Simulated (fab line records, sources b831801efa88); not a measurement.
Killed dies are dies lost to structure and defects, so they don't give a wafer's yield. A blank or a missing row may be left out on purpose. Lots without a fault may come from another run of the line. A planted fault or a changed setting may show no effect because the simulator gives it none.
fab line records | flow sfq_line
record lots=14 wafers=42 last_day=81
route steps=325 shown C5@248 M6@253 I7@305 M8@318
lots that met no fault: from a run of the same line without faults
start_h: hours from the record's first day to the start of the lot's first wafer shown | wait_h: hours since the lot's step before | " the same as in the row above | L1.1+2: a row that stands for several wafers | - no value, or no start given | * or withheld: withheld | < > ~ a bound
route shown NAME@n: a module of which the file shows steps, and the number in the route of the first | usual: mean/standard deviation of fault-free wafers | same: alike in all rows | chamber/n: place in a boat | sites: the reading at each site | _std_site: their standard deviation | _edge_site: outer sites' mean less inner sites' | radius_mm: how far each site lies from the wafer's centre | mask NAME#n: copy n | behind: the tool/chamber that last shaped the wafer | hold: why the lot was held/for how many hours/how that ended | device: the transistor (n, p or np) that didn't switch | end of line: the same wafers' tests at the end of the route | a step without rows: its recipe alone | killed: dies lost to structure and defects at the first sort, not the wafer's yield | map: a wafer's dies, x killed, . not, _ none there
set.NAME: the setting as run; set.NAME@STEP: as run at that earlier step | model.NAME: the simulator's own value behind a step, which no gauge read
steps of the route over a sample of lots; a table a step, a row a wafer
services: from which hour (start_h, from the record's first day; less than 0 if before it) a tool's chamber was out of use, for how many hours, and why
## steps
# step SFQ_TRILAYER_C5_ETCH_VIA_ETCH_154
# recipe target=SiO2 mask_material=PR chemistry=CHF3 target_depth_nm=84 source_w=500 bias_w=80 pressure_mtorr=30 time_s=withheld stop_on=Nb
# usual bias_w=80.00/0.23 drypump_motor_current_A=5.6/0.66 oes_product_au=0.892/0.0083
# columns lot.wafer tool chamber start_h wait_h bias_w drypump_motor_current_A oes_product_au
L550.2 rie_diel-02 0 1236.17 0.0 79.99 6.4 0.884
L550.4 " 2 " " 79.98 5.4 0.902
L550.6 " 2 " " 80.04 5.4 0.899
L551.3 rie_diel-02 1 1239.77 0.0 79.70 5.4 0.897
L551.4 " 3 " " 80.18 6.3 0.886
L551.5 " 3 " " 80.37 6.3 0.884
L553.1 rie_diel-02 1 1243.37 0.0 80.30 5.4 0.893
L553.5 " 1 " " 80.23 5.4 0.891
L553.6 " 0 " " 80.28 6.4 0.907
L554.2 rie_diel-01 0 1245.97 0.0 80.00 6.6 0.890
L554.3 " 1 " " 80.02 4.8 0.880
L554.5 " 1 " " 80.11 4.8 0.885
L555.4 rie_diel-03 2 1248.37 0.0 80.11 6.4 0.905
L555.5 " 2 " " 79.78 6.3 0.887
L555.6 " 3 " " 80.26 5.0 0.901
L556.3 rie_diel-02 3 1252.97 0.0 80.36 6.2 0.881
L556.4 " 0 " " 80.08 6.4 0.897
L556.5 " 3 " " 79.92 6.3 0.898
L557.1 rie_diel-01 0 1256.57 0.0 80.02 6.6 0.893
L557.3 " 1 " " 80.27 4.8 0.890
L557.6 " 2 " " 79.99 5.1 0.897
L559.1 rie_diel-02 3 1269.03 0.0 80.26 6.3 0.876
L559.3 " 0 " " 79.95 6.5 0.895
L559.5 " 1 " " 79.80 5.4 0.887
L566.2 rie_diel-02 2 1652.95 0.0 80.00 5.4 0.900
L566.5 " 2 " " 80.15 5.4 0.905
L566.6 " 3 " " 80.16 6.3 0.896
L567.1 rie_diel-01 1 1654.15 0.0 79.74 4.8 0.889
L567.5 " 0 " " 80.41 6.6 0.884
L567.6 " 3 " " 80.22 4.9 0.893
L570.2 rie_diel-03 3 1658.95 0.0 79.80 5.0 0.897
L570.4 " 1 " " 80.07 5.6 0.890
L570.5 " 3 " " 79.52 5.0 0.899
L571.1 rie_diel-03 1 1662.55 0.0 80.15 5.6 0.910
L571.2 " 3 " " 80.24 5.0 0.885
L571.3 " 2 " " 80.02 6.3 0.893
L572.1 rie_diel-02 1 1663.75 0.0 79.90 5.4 0.888
L572.4 " 3 " " 80.09 6.3 0.892
L572.5 " 0 " " 79.96 6.4 0.889
L573.2 rie_diel-01 2 1664.95 0.0 79.97 5.1 0.891
L573.4 " 1 " " 79.64 4.8 0.909
L573.5 " 0 " " 80.24 6.6 0.912
# step SFQ_M6_RS_MEAS_938
# recipe thk_meas_gauge=four-point-probe reads=Nb_of_TRILAYER_M6_DEP_SPUTTER_157
# usual M6_NB_RS=0.887/0.01
# columns lot.wafer tool chamber start_h wait_h M6_NB_RS[ohm/sq]
L550.2 film_metro-02 - 1237.35 0.1 0.896
L550.4 " - " " 0.904
L550.6 " - " " 0.893
L551.3 film_metro-03 - 1240.95 0.1 0.901
L551.4 " - " " 0.894
L551.5 " - " " 0.907
L553.1 film_metro-03 - 1244.31 0.0 0.887
L553.5 " - " " 0.877
L553.6 " - " " 0.869
L554.2 film_metro-03 - 1246.95 0.1 0.903
L554.3 " - " " 0.902
L554.5 " - " " 0.892
L555.4 film_metro-02 - 1249.59 0.1 0.909
L555.5 " - " " 0.889
L555.6 " - " " 0.903
L556.3 film_metro-03 - 1253.95 0.1 0.876
L556.4 " - " " 0.887
L556.5 " - " " 0.887
L557.1 film_metro-03 - 1258.13 0.0 0.885
L557.3 " - " " 0.888
L557.6 " - " " 0.887
L559.1 film_metro-02 - 1269.98 0.0 0.881
L559.3 " - " " 0.875
L559.5 " - " " 0.884
L566.2 film_metro-03 - 1653.91 0.1 0.891
L566.5 " - " " 0.881
L566.6 " - " " 0.899
L567.1 film_metro-01 - 1655.30 0.0 0.887
L567.5 " - " " 0.881
L567.6 " - " " 0.868
L570.2 film_metro-02 - 1660.09 0.1 0.904
L570.4 " - " " 0.877
L570.5 " - " " 0.888
L571.1 film_metro-02 - 1663.49 0.0 0.865
L571.2 " - " " 0.880
L571.3 " - " " 0.873
L572.1 film_metro-03 - 1665.29 0.0 0.881
L572.4 " - " " 0.905
L572.5 " - " " 0.885
L573.2 film_metro-01 - 1665.91 0.1 0.896
L573.4 " - " " 0.898
L573.5 " - " " 0.890
# step SFQ_TRILAYER_I7_VIA_LITHO_DEVELOP_189
# recipe time_s=60 resist=KrF
# usual chill_plate_temp_C=23.00/0.099 exhaust_pa=44.9/0.88 resist_line_temp_C=23.02/0.12
# columns lot.wafer tool chamber start_h wait_h chill_plate_temp_C exhaust_pa resist_line_temp_C
L550.2 litho_track-03 0 1527.57 0.1 22.96 44.5 22.90
L550.4 " 0 " " 22.90 44.7 22.90
L550.6 " 0 " " 22.80 45.0 22.93
L551.3 litho_track-03 0 1529.84 0.1 23.08 44.3 22.94
L551.4 " 0 " " 23.15 44.7 22.89
L551.5 " 0 " " 22.97 43.6 22.85
L553.1 litho_track-01 0 1532.19 0.1 23.17 43.7 23.01
L553.5 " 0 " " 23.07 43.9 23.03
L553.6 " 0 " " 23.01 43.4 23.06
L554.2 litho_track-01 0 1587.50 0.1 23.13 44.2 22.93
L554.3 " 0 " " 22.92 45.1 22.86
L554.5 " 0 " " 23.02 45.0 22.76
L555.4 litho_track-03 0 1593.03 0.1 22.99 44.2 23.12
L555.5 " 0 " " 22.93 44.5 22.97
L555.6 " 0 " " 22.86 44.4 23.09
L556.3 litho_track-03 0 1606.42 0.1 23.10 45.9 23.05
L556.4 " 0 " " 22.91 45.0 23.01
L556.5 " 0 " " 22.97 46.1 23.10
L557.1 litho_track-01 0 1619.12 0.1 23.14 44.3 23.26
L557.3 " 0 " " 23.02 45.5 23.20
L557.6 " 0 " " 23.05 44.5 23.21
L559.1 litho_track-02 0 1697.07 0.1 22.93 46.9 23.01
L559.3 " 0 " " 23.08 46.0 23.02
L559.5 " 0 " " 23.12 45.6 22.97
L566.2 litho_track-01 - 1846.77 0.1 - - -
L566.5 " - " " - - -
L566.6 " - " " - - -
L567.1 litho_track-01 - 1849.15 0.1 - - -
L567.5 " - " " - - -
L567.6 " - " " - - -
L570.2 litho_track-03 0 1853.97 0.1 23.15 44.8 22.89
L570.4 " 0 " " 23.20 45.7 22.89
L570.5 " 0 " " 23.10 45.6 22.93
L571.1 litho_track-03 0 1857.55 0.1 23.12 44.5 22.80
L571.2 " 0 " " 23.09 43.9 22.73
L571.3 " 0 " " 23.01 43.5 22.69
L572.1 litho_track-01 0 1862.35 0.1 23.11 46.0 22.98
L572.4 " 0 " " 23.03 45.3 22.99
L572.5 " 0 " " 23.09 45.7 23.03
L573.2 litho_track-02 0 1864.77 0.1 22.91 45.1 23.29
L573.4 " 0 " " 22.99 45.0 23.19
L573.5 " 0 " " 23.02 44.8 23.20
# step SFQ_M8_OVL_MEAS_948
# usual M8_OVL=3/6.4
# columns lot.wafer tool chamber start_h wait_h M8_OVL[nm]
L550.2 overlay-02 - 1624.07 0.1 2
L550.4 " - " " 3
L550.6 " - " " 2
L551.3 overlay-02 - 1626.48 0.1 1
L551.4 " - " " 1
L551.5 " - " " -3
L553.1 overlay-02 - 1628.86 0.1 -5
L553.5 " - " " 0
L553.6 " - " " 1
L554.2 overlay-02 - 1668.41 0.1 14
L554.3 " - " " 9
L554.5 " - " " 15
L555.4 overlay-02 - 1675.63 0.1 6
L555.5 " - " " 13
L555.6 " - " " 5
L556.3 overlay-02 - 1679.22 0.1 2
L556.4 " - " " 5
L556.5 " - " " 0
L557.1 overlay-01 - 1692.41 0.1 9
L557.3 " - " " 12
L557.6 " - " " 11
L559.1 overlay-02 - 1775.49 0.1 8
L559.3 " - " " 5
L559.5 " - " " 6
L566.2 overlay-02 - 1910.77 0.1 -
L566.5 " - " " -
L566.6 " - " " -
L567.1 overlay-02 - 1915.69 0.1 -
L567.5 " - " " -
L567.6 " - " " -
L570.2 overlay-02 - 1925.29 0.1 0
L570.4 " - " " 4
L570.5 " - " " -2
L571.1 overlay-02 - 1930.50 0.1 0
L571.2 " - " " 1
L571.3 " - " " -1
L572.1 overlay-02 - 1932.91 0.1 4
L572.4 " - " " 0
L572.5 " - " " 4
L573.2 overlay-02 - 1934.11 0.1 5
L573.4 " - " " 6
L573.5 " - " " 9
## services
# columns tool chamber start_h hours kind
rie_diel-02 2 1213.18 3.5 repair
rie_diel-01 0 1218.91 3.2 repair
rie_diel-03 0 1242.92 4.4 repair
rie_diel-03 2 1248.76 3.5 repair
rie_diel-03 0 1249.19 4.9 repair
rie_diel-03 3 1254.10 6.9 repair
rie_diel-02 - 1260.12 0.2 repair
rie_diel-02 2 1326.62 62.8 repair
rie_diel-01 - 1345.32 0.5 repair
rie_diel-01 - 1452.18 4.3 pm
rie_diel-01 - 1490.17 0.2 repair
rie_diel-01 1 1508.06 7.3 repair
rie_diel-01 - 1523.76 2.8 pm
rie_diel-01 - 1573.01 1.1 repair
rie_diel-02 3 1586.30 6.0 repair
rie_diel-02 1 1595.10 4.3 repair
rie_diel-01 1 1604.40 8.1 repair
rie_diel-01 0 1645.09 4.6 repair
rie_diel-01 2 1680.90 6.3 repair
rie_diel-01 1 1732.37 11.7 repair
rie_diel-01 1 1794.52 2.4 repair
rie_diel-02 2 1810.25 12.7 repair
rie_diel-02 - 1816.59 4.0 pm
rie_diel-02 1 1840.74 13.9 repair
## key
first_sign step=SFQ_TRILAYER_I7_VIA_LITHO_DEVELOP_189 reading=tool_record direction=missing
effect none on later readings
met_at SFQ_TRILAYER_I7_VIA_LITHO_DEVELOP_189
struck_lots L566,L567
not_acting_at SFQ_TRILAYER_C5_ETCH_VIA_ETCH_154,SFQ_M6_RS_MEAS_938,SFQ_M8_OVL_MEAS_948
onset_between 1619.12 1846.77
fault kind=skipped_step_whole tool=litho_track-01 chamber=- onset_h=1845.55 steps=SFQ_TRILAYER_I7_VIA_LITHO_DEVELOP_189 scope=struck_lots_only
